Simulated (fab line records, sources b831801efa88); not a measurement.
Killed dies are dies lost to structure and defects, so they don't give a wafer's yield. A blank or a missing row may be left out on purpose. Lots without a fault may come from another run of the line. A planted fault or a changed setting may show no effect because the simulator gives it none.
One fault seen from 2 desks | flow sfq_line | each desk has only its own numbers; what lay behind them comes last

THE METROLOGY DESK
What the gauges read, lot by lot, whatever tool the lot ran on: means of the sampled wafers that have a number. A lot is out of limits, marked OUT, if its mean lies more than 4 standard deviations from the usual mean; the brackets give that distance.
Columns: A = I6_BOW at SFQ_I6_BOW_MEAS_941, usual 5 um; B = M7_NB_RS at SFQ_M7_RS_MEAS_943, usual 0.886 ohm/sq; C = I7_BOW at SFQ_I7_BOW_MEAS_946, usual 6 um; D = M8_OVL at SFQ_M8_OVL_MEAS_948, usual 1 nm
lot  | first seen here | A   | B               | C  | D
L957 | day 63 13:28    | 10  | 0.895           | 7  | 2
L958 | day 63 22:28    | 11  | 0.887           | 18 | -7
L959 | day 64 00:15    | -2  | 0.888           | 9  | -6
L963 | day 72 15:38    | 13  | 0.882           | 13 | 1
L969 | day 73 15:35    | -10 | 1.097 (+29) OUT | -7 | 4
L970 | day 73 18:33    | 14  | 1.085 (+27) OUT | 16 | 10
L973 | day 75 00:26    | -2  | 0.886           | -9 | -3
L974 | day 75 16:26    | 12  | 0.887           | 15 | 4
L975 | day 76 07:28    | 4   | 0.891           | 6  | 1
L976 | day 76 09:46    | 10  | 0.880           | 7  | -4
L977 | day 76 10:26    | 13  | 0.881           | 17 | 0
L978 | day 76 12:48    | 2   | 0.886           | -1 | -3
L979 | day 76 13:25    | 9   | 0.890           | 9  | 0
L980 | day 76 15:49    | 7   | 0.873           | 3  | 9
This desk's finding: out of limits on L969, L970; first on L969, day 74 00:28 (M7_NB_RS at SFQ_M7_RS_MEAS_943). In limits: L957, L958, L959, L963, L973, L974, L975, L976, L977, L978, L979, L980.

THE TOOL OWNER'S DESK: pvd_sputter-05
The tool's own readings at SFQ_TRILAYER_M7_DEP_SPUTTER_175 (material Nb, target thk 200 nm, time 133.3 s): means of the sampled wafers that have a number, for each lot that ran on this tool. A lot is out of limits, marked OUT, if its mean lies more than 4 standard deviations from the usual mean; the brackets give that distance.
Columns: A = throttle_valve_pct at SFQ_TRILAYER_M7_DEP_SPUTTER_175, usual 30.0 %
lot  | first seen here | A
L957 | day 68 08:13    | 31.5
L969 | day 74 00:20    | 30.1
L970 | day 74 04:06    | 29.8
L975 | day 79 13:33    | 30.3
L978 | day 79 21:21    | 30.5
This desk's finding: nothing out of limits on any of the 5 lots.

PUT TOGETHER
The metrology desk could have raised an alarm at day 74 00:28, on L969, L970.
The tool owner's desk saw nothing out of limits.
The tool owner's desk has L969, L970 on record, within its limits.
Of the lots named, all ran SFQ_TRILAYER_M7_DEP_SPUTTER_175 on pvd_sputter-05.

WHAT THE SIMULATOR HAD PUT IN
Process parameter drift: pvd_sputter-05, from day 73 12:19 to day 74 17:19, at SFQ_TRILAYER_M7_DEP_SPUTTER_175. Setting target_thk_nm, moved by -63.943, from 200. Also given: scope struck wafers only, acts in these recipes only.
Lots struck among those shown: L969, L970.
Hours from the fault's start to each desk's first reading out of limits: the metrology desk, 12.
